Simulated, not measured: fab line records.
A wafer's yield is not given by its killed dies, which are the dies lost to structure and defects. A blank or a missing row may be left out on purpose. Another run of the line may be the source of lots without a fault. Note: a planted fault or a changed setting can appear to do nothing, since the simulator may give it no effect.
Check for tools in common -- flow sky130 -- 10 lots and 30 wafers in the sample

## REASON IT WAS OPENED
At SKY_SD_N_RS_MEAS_16 the reading SD_N_RS is flagged on 2 of 10 lots. Fault-free wafers read 68.48 ohm/sq, with a standard deviation of 0.13.
Rule: flag the lot when none of its wafers has a number, or when each of its wafers that has one lies beyond 4 standard deviations from that mean. The other lots count as sound.

lot,measured,on,"SD_N_RS (ohm/sq), wafer by wafer",flag
L688,day 28 00:13,filmMetro-01,68.23 68.30 68.55,
L692,day 29 17:37,filmMetro-01,68.31 68.44 68.48,
L693,day 30 07:25,filmMetro-02,68.62 68.58 68.49,
L694,day 30 11:47,filmMetro-01,68.43 68.37 68.43,
L696,day 31 08:10,filmMetro-04,68.50 68.40 68.44,
L700,day 32 14:28,filmMetro-02,68.54 68.62 68.52,
L704,day 33 18:53,filmMetro-01,77.46 77.36 77.29,FLAGGED
L706,day 34 10:56,filmMetro-02,77.45 77.58 77.33,FLAGGED
L707,day 34 21:59,filmMetro-01,68.62 68.44 68.60,
L710,day 35 21:26,filmMetro-04,68.43 68.54 68.60,
The numbers of the flagged lots are 77.41 ohm/sq on average: +8.93 ohm/sq against the usual, or +69 standard deviations.

## EACH LOT AND THE TOOL IT RAN ON
Before the reading, the record contains 3 process steps out of a 708-step route. Each cell gives the tool, then ch followed by the chambers the sampled wafers passed through, then the start.
lot,flag,SKY_POLY_CUT_ETCH_10,SKY_SD_N_IMPLANT_09,SKY_SD_N_STRIP_11
L688,,"rieDiel-02 ch 2,3, day 24 07:15","implanter-01 ch 0, day 27 23:22","plasmaAsher-04 ch 0,1, day 27 23:40"
L692,,"rieDiel-01 ch 1,2,3, day 26 02:37","implanter-02 ch 0, day 29 16:56","plasmaAsher-02 ch 0,1, day 29 17:13"
L693,,"rieDiel-02 ch 0,2,3, day 26 15:24","implanter-01 ch 0, day 30 06:44","plasmaAsher-04 ch 0,1, day 30 07:01"
L694,,"rieDiel-01 ch 0,1, day 26 21:30","implanter-03 ch 0, day 30 11:06","plasmaAsher-02 ch 0,1, day 30 11:24"
L696,,"rieDiel-01 ch 0,1,2, day 27 19:49","implanter-03 ch 0, day 31 07:30","plasmaAsher-01 ch 0,1, day 31 07:47"
L700,,"rieDiel-02 ch 0,1,2, day 29 03:00","implanter-03 ch 0, day 32 13:47","plasmaAsher-02 ch 0,1, day 32 14:03"
L704,FLAGGED,"rieDiel-01 ch 1,2,3, day 30 08:12","implanter-01 ch 0, day 33 18:13","plasmaAsher-02 ch 0,1, day 33 18:30"
L706,FLAGGED,"rieDiel-01 ch 0,2,3, day 31 01:12","implanter-01 ch 0, day 34 10:15","plasmaAsher-04 ch 0,1, day 34 10:33"
L707,,"rieDiel-01 ch 1,2,3, day 31 10:18","implanter-03 ch 0, day 34 21:18","plasmaAsher-01 ch 0,1, day 34 21:36"
L710,,"rieDiel-04 ch 0,2,3, day 32 12:51","implanter-02 ch 0, day 35 20:45","plasmaAsher-04 ch 0,1, day 35 21:03"
What the steps here do:
- SKY_POLY_CUT_ETCH_10: etches BARC in N2/H2, stops on SiO2, time 45.9 s, target depth 60 nm.
- SKY_SD_N_IMPLANT_09
- SKY_SD_N_STRIP_11: strips in O2/N2.
- SKY_SD_N_RS_MEAS_16: measures by four-point-probe.

## FLAGGED AGAINST TOTAL, ONE TOOL AT A TIME (gauges that did the reading follow at the end)
step,tool,lots run,flagged,share of the flagged lots,sound lots run after its first flagged lot
SKY_POLY_CUT_ETCH_10,rieDiel-01,6,2,all,1 (L707)
SKY_POLY_CUT_ETCH_10,rieDiel-02,3,0,none,-
SKY_POLY_CUT_ETCH_10,rieDiel-04,1,0,none,-
SKY_SD_N_IMPLANT_09,implanter-01,4,2,all,0
SKY_SD_N_IMPLANT_09,implanter-02,2,0,none,-
SKY_SD_N_IMPLANT_09,implanter-03,4,0,none,-
SKY_SD_N_STRIP_11,plasmaAsher-01,2,0,none,-
SKY_SD_N_STRIP_11,plasmaAsher-02,4,1,some,0
SKY_SD_N_STRIP_11,plasmaAsher-04,4,1,some,1 (L710)
SKY_SD_N_RS_MEAS_16,filmMetro-01,5,1,some,1 (L707)
SKY_SD_N_RS_MEAS_16,filmMetro-02,3,1,some,0
SKY_SD_N_RS_MEAS_16,filmMetro-04,2,0,none,-

## WHAT IS ALLOWED BY THE TABLE
Rows of the table that ran all the flagged lots, 2 in number: rieDiel-01 at SKY_POLY_CUT_ETCH_10; implanter-01 at SKY_SD_N_IMPLANT_09.
- rieDiel-01 at SKY_POLY_CUT_ETCH_10 ran 6 lots, 2 of them flagged. Sound lots followed the first flagged one (L707) on it, something a lasting fault affecting the whole tool could not allow.
- implanter-01 at SKY_SD_N_IMPLANT_09 ran 4 lots, 2 of them flagged. It ran its last sound lot, L693, at day 30 06:44 and its first flagged lot, L704, at day 33 18:13: a fault with its onset between the two fits. Its own readings lie more than 4 standard deviations out on every wafer of the flagged lots: beamOnS, doseIonsCm2.
Just one tool remains: implanter-01 at SKY_SD_N_IMPLANT_09.

## WHAT THE SIMULATOR HAD INSERTED
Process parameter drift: implanter-01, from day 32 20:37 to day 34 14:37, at SKY_SD_N_IMPLANT_09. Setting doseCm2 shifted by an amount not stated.
Shown lots that were struck: L704, L706. The same result came from the rule above.
